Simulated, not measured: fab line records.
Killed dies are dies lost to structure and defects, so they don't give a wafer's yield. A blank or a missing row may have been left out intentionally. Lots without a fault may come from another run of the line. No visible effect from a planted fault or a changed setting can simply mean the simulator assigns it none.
fab line records	flow sky130
[record] lots = 6	wafers = 18	last_day = 50
route steps=708 shown POLY_GATE@217 PAD_OPEN@708
lots untouched by any fault: they come from a run of this same line in which no faults occurred
start_h: hours from the record's opening day to when the first of the lot's shown wafers began	wait_h: hours from the lot's prior step to this one	" repeats the value in the row above	L1.1+2: a single row standing in for several wafers	- no value, or no start given	* or withheld: withheld	< > ~ a bound
route shown NAME@n: names a module that has steps shown in the file, with the first one's number in the route	usual: the fault-free wafers' mean and standard deviation	same: alike in all rows	chamber/n: place in a boat	sites: per-site readings	_std_site: their standard deviation	_edge_site: mean of outer sites minus mean of inner sites	radius_mm: how far each site lies from the wafer's centre	mask NAME#n: copy n	behind: the tool/chamber that last shaped the wafer	hold: the reason the lot was held/the length of the hold in hours/how it ended	device: which transistor (n, p or np) failed to switch	end of line: the tests these same wafers got at the end of their route	step lacking rows: just its recipe	killed: at the first sort, the dies lost to defects and structure; wafer yield is something else	map: per-die view of a wafer (x killed, . not killed, _ where there is no die)
set.NAME: the run value of the setting; set.NAME@STEP: its run value at that earlier step	model.NAME: the simulator's own value behind a step, which no gauge read
a table for each step, a row for each wafer; lots at some steps of the route
services: the hour from which a tool's chamber was out of use, counted from the record's first day as start_h (under 0 if before that day), plus the number of hours and why
[[steps]]
[step SKY_POLY_GATE_CVD_03]
[recipe] material = Si3N4	precursor = DCS/NH3	target_thk_nm = 75	temp_c = 770	time_s = 1290	pressure_mtorr = 250
[step SKY_POLY_GATE_THK_MEAS_04]
[recipe] reads = Si3N4_of_POLY_GATE_CVD_03
[usual] POLY_GATE_CVD_03_THK = 74.3/0.7
lot.wafer	tool	chamber	start_h	wait_h	POLY_GATE_CVD_03_THK[nm]
L861.1	film_metro-03	-	371.43	0.0	74.6
L861.3	"	-	"	"	74.7
L861.6	"	-	"	"	74.5
L860.2	film_metro-01	-	373.85	0.0	75.1
L860.3	"	-	"	"	74.6
L860.5	"	-	"	"	74.4
L877.1	film_metro-04	-	487.51	0.0	74.2
L877.4	"	-	"	"	75.3
L877.6	"	-	"	"	74.7
L879.1	film_metro-01	-	507.20	0.0	73.8
L879.3	"	-	"	"	73.1
L879.4	"	-	"	"	73.2
L881.1	film_metro-04	-	532.58	0.0	74.4
L881.5	"	-	"	"	73.9
L881.6	"	-	"	"	73.9
L883.1	film_metro-01	-	535.87	0.0	75.1
L883.3	"	-	"	"	73.9
L883.4	"	-	"	"	74.3
[step SKY_POLY_GATE_DEHYDRATE_05]
[recipe] temp_c = 200	time_s = 60
[step SKY_POLY_GATE_HMDS_06]
[recipe] prime_time_s = 60	prime_temp_c = 120
[step SKY_POLY_GATE_COAT_07]
[recipe] resist = BARC	temp_c = withheld	time_s = withheld	spin_rpm = 3000	resist_thk_nm = 110
[step SKY_POLY_GATE_COAT_08]
[recipe] resist = KrF-thick	spin_rpm = 3000	resist_thk_nm = 450
[step SKY_POLY_GATE_SOFTBAKE_09]
[recipe] temp_c = 100	time_s = 90	resist = KrF-thick
[step SKY_POLY_GATE_EXPOSE_10]
[recipe] mask_id = P1M	na = 0.68	source_shape = conventional	sigma_outer = 0.6	target_cd_nm = 150	dose_mj = 28
[step SKY_POLY_GATE_PEB_11]
[recipe] peb_temp_c = withheld	peb_time_s = withheld	resist = KrF-thick
[step SKY_POLY_GATE_DEVELOP_12]
[recipe] develop_time_s = 60	resist = KrF-thick	dev_temp_c = 21
[step SKY_POLY_GATE_CD_MEAS_13]
[recipe] target_cd_nm = 150
[usual] cd_nm = 149.7/1.6
lot.wafer	tool	chamber	start_h	wait_h	cd_nm
L861.1	cd_sem-02	-	399.73	-	154.3
L861.3	"	-	"	"	154.0
L861.6	"	-	"	"	152.8
L860.2	cd_sem-01	-	402.20	-	150.9
L860.3	"	-	"	"	151.3
L860.5	"	-	"	"	150.5
L877.1	cd_sem-01	-	518.05	-	149.0
L877.4	"	-	"	"	149.6
L877.6	"	-	"	"	149.0
L879.1	cd_sem-01	-	537.11	-	148.4
L879.3	"	-	"	"	149.7
L879.4	"	-	"	"	148.5
L881.1	cd_sem-01	-	562.45	-	149.3
L881.5	"	-	"	"	148.7
L881.6	"	-	"	"	148.5
L883.1	cd_sem-01	-	565.65	-	149.5
L883.3	"	-	"	"	151.2
L883.4	"	-	"	"	150.7
[step SKY_POLY_GATE_OVL_MEAS_14]
[usual] POLY_GATE_OVL = 2/5.4
lot.wafer	tool	chamber	start_h	wait_h	POLY_GATE_OVL[nm]
L861.1	overlay-01	-	399.85	0.1	-4
L861.3	"	-	"	"	-5
L861.6	"	-	"	"	9
L860.2	overlay-01	-	402.31	0.1	-10
L860.3	"	-	"	"	6
L860.5	"	-	"	"	6
L877.1	overlay-01	-	518.17	0.1	-1
L877.4	"	-	"	"	-7
L877.6	"	-	"	"	2
L879.1	overlay-02	-	537.23	0.1	9
L879.3	"	-	"	"	9
L879.4	"	-	"	"	2
L881.1	overlay-02	-	562.57	0.1	-3
L881.5	"	-	"	"	3
L881.6	"	-	"	"	4
L883.1	overlay-01	-	565.77	0.1	-3
L883.3	"	-	"	"	-1
L883.4	"	-	"	"	2
[step SKY_POLY_GATE_ETCH_15]
[recipe] chemistry = N2/H2	target = BARC	ion_energy_ev = 200	source_w = 514.7	bias_w = 100	pressure_mtorr = 30	n2_flow_sccm = 100	h2_flow_sccm = 200	stop_on = SiO2	time_s = 118.5	target_depth_a = 1100
[usual] bias_w = 100.0/0.33	drypump_motor_current_A = 6.1/0.36	oes_product_au = 0.716/0.0047	throttle_valve_pct = 13.213/0.0099
lot.wafer	tool	chamber	start_h	wait_h	bias_w	drypump_motor_current_A	oes_product_au	rf_hours_counter_h	throttle_valve_pct	model.KrF-thick_of_POLY_GATE_COAT_08.thk_nm
L861.1	rie_diel-03	3	399.89	0.0	100.0	6.1	0.714	86	13.219	341.8
L861.3	"	0	"	"	100.7	6.5	0.718	12	13.203	341.7
L861.6	"	3	"	"	99.9	6.1	0.716	-	13.206	341.6
L860.2	rie_diel-04	2	402.34	0.0	100.3	6.2	0.726	12	13.212	345.2
L860.3	"	0	"	"	99.9	6.2	0.715	80	13.205	343
L860.5	"	0	"	"	100.4	6.2	0.705	-	13.215	342.1
L877.1	rie_diel-03	2	518.21	0.0	100.5	5.5	0.717	1	13.194	344.6
L877.4	"	1	"	"	46.4	6.3	0.712	8	13.207	361.6
L877.6	"	3	"	"	100.3	6.2	0.713	-	13.220	342
L879.1	rie_diel-03	0	537.27	0.0	99.7	6.5	0.711	15	13.203	344.3
L879.3	"	1	"	"	46.4	6.3	0.716	8	13.222	359.8
L879.4	"	0	"	"	99.7	6.5	0.718	-	13.212	343.5
L881.1	rie_diel-01	3	562.61	0.0	101.0	6.1	0.726	0	13.208	340.8
L881.5	"	2	"	"	99.6	6.5	0.710	-	13.204	341.6
L881.6	"	3	"	"	100.4	6.1	0.714	-	13.213	340.4
L883.1	rie_diel-04	1	565.81	0.0	100.5	6.0	0.719	3	13.205	344.9
L883.3	"	3	"	"	100.5	5.4	0.713	5	13.239	343.6
L883.4	"	3	"	"	100.2	5.4	0.712	-	13.213	346.2
[step SKY_POLY_GATE_ETCH_16]
[recipe] stop_on = poly-Si	chemistry = CH3F/O2	target = Si3N4	source_w = 400	bias_w = 80	pressure_mtorr = 25	ch3f_flow_sccm = 40	O2_flow_sccm = 30	time_s = 147.5	target_depth_a = 750
[usual] bias_w = 79.98/0.23	drypump_motor_current_A = 6.1/0.36	oes_product_au = 0.639/0.0053	throttle_valve_pct = 10.535/0.009
lot.wafer	tool	chamber	start_h	wait_h	bias_w	drypump_motor_current_A	oes_product_au	rf_hours_counter_h	throttle_valve_pct
L861.1	rie_diel-03	3	399.97	0.0	79.90	6.2	0.631	86	10.514
L861.3	"	0	"	"	79.75	6.5	0.644	12	10.517
L861.6	"	3	"	"	79.91	6.1	0.650	-	10.514
L860.2	rie_diel-04	2	402.42	0.0	80.32	6.1	0.641	12	10.535
L860.3	"	0	"	"	79.99	6.1	0.640	80	10.539
L860.5	"	0	"	"	79.84	6.2	0.634	-	10.539
L877.1	rie_diel-03	2	518.29	0.0	79.64	5.5	0.639	2	10.526
L877.4	"	1	"	"	80.04	6.3	0.645	8	10.535
L877.6	"	3	"	"	80.24	6.2	0.640	-	10.532
L879.1	rie_diel-03	0	537.35	0.0	80.59	6.5	0.636	15	10.538
L879.3	"	1	"	"	80.11	6.3	0.628	9	10.539
L879.4	"	0	"	"	80.46	6.5	0.633	-	10.541
L881.1	rie_diel-01	3	562.69	0.0	79.82	6.1	0.632	0	10.535
L881.5	"	2	"	"	79.75	6.5	0.629	-	10.540
L881.6	"	3	"	"	79.85	6.1	0.632	-	10.541
L883.1	rie_diel-04	1	565.89	0.0	79.83	6.0	0.641	3	10.532
L883.3	"	3	"	"	80.01	5.3	0.640	5	10.541
L883.4	"	3	"	"	79.76	5.4	0.638	-	10.538
[step SKY_POLY_GATE_ETCH_17]
[recipe] target_depth_nm = 180	stop_on = SiO2	over_etch_frac = 0.56667	chemistry = HBr/Cl2	target = poly-Si	icp_w = 400	bias_w = 100	pressure_mtorr = 10	HBr_flow_sccm = 150	Cl2_flow_sccm = 50	time_s = 70.5
[usual] bias_w = 99.99/0.3	drypump_motor_current_A = 5.6/0.5	oes_product_au = 0.987/0.0072	throttle_valve_pct = 33.684/0.0099
lot.wafer	tool	chamber	start_h	wait_h	bias_w	drypump_motor_current_A	oes_product_au	rf_hours_counter_h	throttle_valve_pct	model.KrF-thick_of_POLY_GATE_COAT_08.thk_nm
L861.1	rie_si-01	3	400.07	0.0	100.13	5.9	0.994	72	33.685	132.9
L861.3	"	0	"	"	100.30	5.1	0.984	46	33.691	134.8
L861.6	"	3	"	"	100.26	5.9	0.991	-	33.694	134
L860.2	rie_si-02	3	402.52	0.0	99.80	5.4	0.978	25	33.671	146.9
L860.3	"	1	"	"	99.15	5.9	0.985	6	33.686	141.2
L860.5	"	3	"	"	99.84	5.4	0.979	-	33.695	140.9
L877.1	rie_si-01	1	518.39	0.0	99.65	5.7	0.992	1	33.687	137.9
L877.4	"	0	"	"	100.11	5.1	1.007	47	33.675	152.7
L877.6	"	2	"	"	99.61	5.4	0.989	-	33.678	136.7
L879.1	rie_si-01	2	537.45	0.0	100.09	5.4	0.981	7	33.696	140.2
L879.3	"	3	"	"	100.04	6.0	0.987	0	33.702	153
L879.4	"	2	"	"	100.15	5.3	0.979	-	33.698	138.4
L881.1	rie_si-01	2	562.79	0.0	99.79	5.4	0.983	7	33.685	137.5
L881.5	"	1	"	"	99.84	5.7	0.987	-	33.679	134.7
L881.6	"	2	"	"	99.64	5.4	0.978	-	33.681	137.5
L883.1	rie_si-02	2	565.99	0.0	100.35	4.9	0.976	0	33.669	143
L883.3	"	1	"	"	100.19	5.9	0.977	7	33.685	140.1
L883.4	"	0	"	"	99.68	6.5	0.983	1	33.703	143.2
[step SKY_POLY_GATE_STRIP_18]
[recipe] chemistry = O2/N2	power_w = 1400	pressure_mtorr = 1500	platen_temp_c = withheld	o2_flow_sccm = 3000	n2_flow_sccm = 300	overash_fraction = 0.5
[usual] drypump_motor_current_A = 5.7/0.39	oes_product_au = 0.359/0.0048	strip_time_to_endpoint_s = 3.14/0.04
lot.wafer	tool	chamber	start_h	wait_h	drypump_motor_current_A	oes_product_au	rf_hours_counter_h	strip_time_to_endpoint_s
L861.1	plasma_asher-03	0	400.13	0.0	5.6	0.357	71	3.10
L861.3	"	0	"	"	5.6	0.357	-	3.13
L861.6	"	0	"	"	5.6	0.356	-	3.12
L860.2	plasma_asher-04	0	402.58	0.0	6.0	0.372	27	3.23
L860.3	"	1	"	"	6.3	0.358	-	3.19
L860.5	"	1	"	"	6.3	0.362	-	3.17
L877.1	plasma_asher-03	0	518.44	0.0	5.6	0.360	8	3.14
L877.4	"	0	"	"	5.6	0.359	-	3.30
L877.6	"	0	"	"	5.6	0.347	-	3.13
L879.1	plasma_asher-02	1	537.51	0.0	5.1	0.359	69	3.17
L879.3	"	0	"	"	5.7	0.373	-	3.32
L879.4	"	1	"	"	5.1	0.369	-	3.16
L881.1	plasma_asher-02	0	562.84	0.0	5.7	0.360	72	3.15
L881.5	"	1	"	"	5.1	0.350	-	3.11
L881.6	"	0	"	"	5.7	0.364	-	3.16
L883.1	plasma_asher-04	1	566.04	0.0	6.3	0.365	45	3.23
L883.3	"	1	"	"	6.3	0.352	-	3.18
L883.4	"	0	"	"	6.0	0.362	-	3.22
[step SKY_POLY_GATE_CLEAN_19]
[recipe] chemistry = SC1/SC2	mix = 1:4:20	temp_c = 70	time_s = 150	dry = n2_spin
[step SKY_PAD_OPEN_PROBE_99]
[usual] killed_at_M0_to_M3 = 44/6.6	killed_at_M4_up = 3.0/1.9	killed_at_contacts = 24/5.1	killed_at_front_end = 16/4.6	killed_at_other = 0.3/0.59	killed_dies = 88/9.5	killed_open = 48/6.7	killed_short = 40/6.1
[same] gross_dies = 492	killed_at_back_side = 0
lot.wafer	tool	chamber	start_h	wait_h	killed_at_M0_to_M3	killed_at_M4_up	killed_at_contacts	killed_at_front_end	killed_at_other	killed_dies	killed_open	killed_short
L861.1	prober-01	-	1099.56	0.1	42	2	23	18	0	85	51	34
L861.3	prober-01	-	1099.66	0.2	41	8	25	14	1	89	48	40
L861.6	prober-01	-	1099.81	0.2	51	2	26	8	0	87	47	40
L860.2	prober-02	-	1102.52	0.1	39	4	23	18	1	85	47	38
L860.3	prober-02	-	1102.57	0.2	48	3	19	16	0	86	49	37
L860.5	prober-02	-	1102.67	0.2	53	2	22	8	0	85	47	38
L877.1	prober-01	-	1175.52	0.1	54	6	21	18	0	99	49	50
L877.4	prober-01	-	1175.67	0.2	39	2	19	20	0	80	45	35
L877.6	prober-01	-	1175.77	0.2	42	5	23	13	0	83	40	42
L879.1	prober-02	-	1188.43	0.1	50	2	35	13	0	100	57	42
L879.3	prober-02	-	1188.53	0.2	57	2	11	17	0	87	51	35
L879.4	prober-02	-	1188.58	0.2	38	3	21	15	1	78	45	32
L883.1	prober-02	-	1201.64	0.1	44	2	24	10	0	80	43	37
L883.3	prober-02	-	1201.74	0.2	53	0	23	18	1	95	53	42
L883.4	prober-02	-	1201.79	0.2	50	0	20	11	1	82	47	35
// killed by level:class
L861.1 VIA1:geometric_particle:open=14 CONTACT:geometric_particle:open=8 CONTACT:geometric_particle:short=7 METAL2:geometric_particle:short=7 POLY_GATE:geometric_particle:open=6 VIA3:geometric_particle:open=5 VIA2:geometric_particle:open=5 FIELD_ISO:geometric_particle:open=4
L861.3 VIA1:geometric_particle:open=12 CONTACT:geometric_particle:open=8 VIA2:geometric_particle:short=5 LI_CONTACT:geometric_particle:open=5 LOCAL_INTERCONNECT:geometric_particle:short=5 VIA2:geometric_particle:open=5 LI_CONTACT:geometric_particle:short=4 METAL4:geometric_particle:short=4
L861.6 CONTACT:geometric_particle:open=9 VIA1:geometric_particle:open=8 VIA3:geometric_particle:open=8 VIA2:geometric_particle:open=7 LI_CONTACT:geometric_particle:open=6 CONTACT:geometric_particle:short=6 METAL2:geometric_particle:short=5 VIA2:geometric_particle:short=5
L860.2 VIA2:geometric_particle:open=11 LI_CONTACT:geometric_particle:open=7 CONTACT:geometric_particle:open=7 FIELD_ISO:geometric_particle:open=6 LOCAL_INTERCONNECT:geometric_particle:short=6 VIA1:geometric_particle:open=6 VIA3:geometric_particle:open=5 METAL4:geometric_particle:short=4
L860.3 CONTACT:geometric_particle:open=9 VIA1:geometric_particle:open=9 VIA2:geometric_particle:open=9 VIA3:geometric_particle:open=7 METAL2:geometric_particle:short=6 POLY_GATE:geometric_particle:open=5 METAL1:geometric_particle:short=5 POLY_GATE:geometric_particle:short=4
L860.5 VIA1:geometric_particle:open=11 VIA2:geometric_particle:open=10 LI_CONTACT:geometric_particle:open=7 CONTACT:geometric_particle:open=7 VIA3:geometric_particle:open=6 LI_CONTACT:geometric_particle:short=5 METAL1:geometric_particle:short=5 METAL3:geometric_particle:short=5
L877.1 CONTACT:geometric_particle:open=12 FIELD_ISO:geometric_particle:short=9 VIA1:geometric_particle:open=9 VIA3:geometric_particle:open=9 VIA1:geometric_particle:short=7 METAL2:geometric_particle:short=7 VIA2:geometric_particle:short=7 VIA2:geometric_particle:open=5
L877.4 VIA1:geometric_particle:open=11 FIELD_ISO:geometric_particle:open=9 CONTACT:geometric_particle:open=8 LI_CONTACT:geometric_particle:open=6 VIA3:geometric_particle:open=6 FIELD_ISO:geometric_particle:short=5 CONTACT:geometric_particle:short=4 METAL1:geometric_particle:short=4
L877.6 VIA1:geometric_particle:open=13 CONTACT:geometric_particle:open=11 METAL1:geometric_particle:short=9 VIA3:geometric_particle:short=6 POLY_GATE:geometric_particle:short=4 METAL2:geometric_particle:short=4 CONTACT:geometric_particle:short=4 VIA2:geometric_particle:open=4
L879.1 VIA1:geometric_particle:open=14 CONTACT:geometric_particle:open=13 LI_CONTACT:geometric_particle:open=8 VIA1:geometric_particle:short=8 VIA2:geometric_particle:open=6 FIELD_ISO:geometric_particle:open=5 CONTACT:geometric_particle:short=5 VIA3:geometric_particle:open=4
L879.3 VIA1:geometric_particle:open=16 VIA2:geometric_particle:open=13 VIA3:geometric_particle:open=7 POLY_GATE:geometric_particle:short=5 CONTACT:geometric_particle:short=4 METAL3:geometric_particle:short=4 VIA3:geometric_particle:short=4 FIELD_ISO:geometric_particle:open=3
L879.4 VIA1:geometric_particle:open=9 CONTACT:geometric_particle:open=8 VIA2:geometric_particle:open=8 METAL3:geometric_particle:short=8 LI_CONTACT:geometric_particle:open=6 LOCAL_INTERCONNECT:geometric_particle:short=4 FIELD_ISO:geometric_particle:open=3 VIA2:geometric_particle:short=3
L883.1 VIA1:geometric_particle:open=10 VIA3:geometric_particle:open=8 VIA1:geometric_particle:short=7 METAL1:geometric_particle:short=6 LI_CONTACT:geometric_particle:short=6 VIA2:geometric_particle:open=6 CONTACT:geometric_particle:open=6 LI_CONTACT:geometric_particle:open=5
L883.3 VIA1:geometric_particle:open=17 METAL2:geometric_particle:short=7 FIELD_ISO:geometric_particle:short=6 LOCAL_INTERCONNECT:geometric_particle:short=6 CONTACT:geometric_particle:open=6 VIA3:geometric_particle:open=6 FIELD_ISO:geometric_particle:open=5 VIA2:geometric_particle:short=5
L883.4 VIA1:geometric_particle:open=12 CONTACT:geometric_particle:open=10 VIA2:geometric_particle:open=8 VIA3:geometric_particle:open=6 METAL1:geometric_particle:short=5 VIA3:geometric_particle:short=4 FIELD_ISO:geometric_particle:short=4 VIA1:geometric_particle:short=4
[[services]]
tool	chamber	start_h	hours	kind
plasma_asher-04	-	385.81	1.2	repair
rie_diel-01	1	388.99	6.0	repair
rie_si-02	0	398.69	8.4	repair
rie_si-02	-	406.25	0.3	repair
rie_diel-04	-	413.72	0.9	repair
plasma_asher-04	-	420.45	4.3	pm
plasma_asher-03	-	421.25	9.0	pm
rie_diel-03	2	427.76	-	clean
rie_diel-03	2	427.76	13.9	scheduled_down
rie_diel-03	2	427.76	13.9	vent_cycle
rie_diel-01	3	432.06	16.3	repair
plasma_asher-03	-	435.41	3.7	repair
rie_diel-03	1	441.91	6.3	repair
plasma_asher-03	-	461.89	2.8	pm
plasma_asher-02	-	464.49	2.4	repair
rie_diel-04	1	473.05	2.3	repair
rie_si-01	1	493.52	9.3	repair
rie_diel-04	3	514.68	7.8	repair
rie_diel-03	3	519.31	-	clean
rie_diel-03	3	519.31	19.2	scheduled_down
rie_si-02	-	532.93	0.3	repair
rie_si-02	3	533.16	2.9	repair
rie_diel-01	-	550.36	0.6	repair
plasma_asher-02	-	563.22	1.2	repair
[[key]]
[first_sign] step = SKY_POLY_GATE_ETCH_15	reading = bias_w	direction = down	sigmas = 99+	usual = 100.0	struck = 46.4
[effect] step = SKY_POLY_GATE_STRIP_18	reading = strip_time_to_endpoint_s	direction = up	sigmas = 4.3	usual = *	struck = *
[model_effect] step = SKY_POLY_GATE_ETCH_15	value = KrF-thick_of_POLY_GATE_COAT_08.thk_nm	without = 343	struck = 360.7
[model_effect] step = SKY_POLY_GATE_ETCH_17	value = KrF-thick_of_POLY_GATE_COAT_08.thk_nm	without = 135.1	struck = 152.8
met_at SKY_POLY_GATE_ETCH_15
struck_wafers L877.4,L879.3
tester_left_out L877,L879
[fault] kind = process_parameter_drift	tool = rie_diel-03	chamber = 1	onset_h = 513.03	steps = SKY_POLY_GATE_ETCH_15	channel = bias_w	offset = -53.643	shape = step	end_h = 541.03	acts_in = these_recipes_only	stated = 100
// tester_left_out: of these lots the tester's yield and bins aren't shown, on N5 and GAA mostly nor the transistor test; their killed dies are dies lost to structure and defects alone, not to doping, threshold or leakage, so they don't give the yield
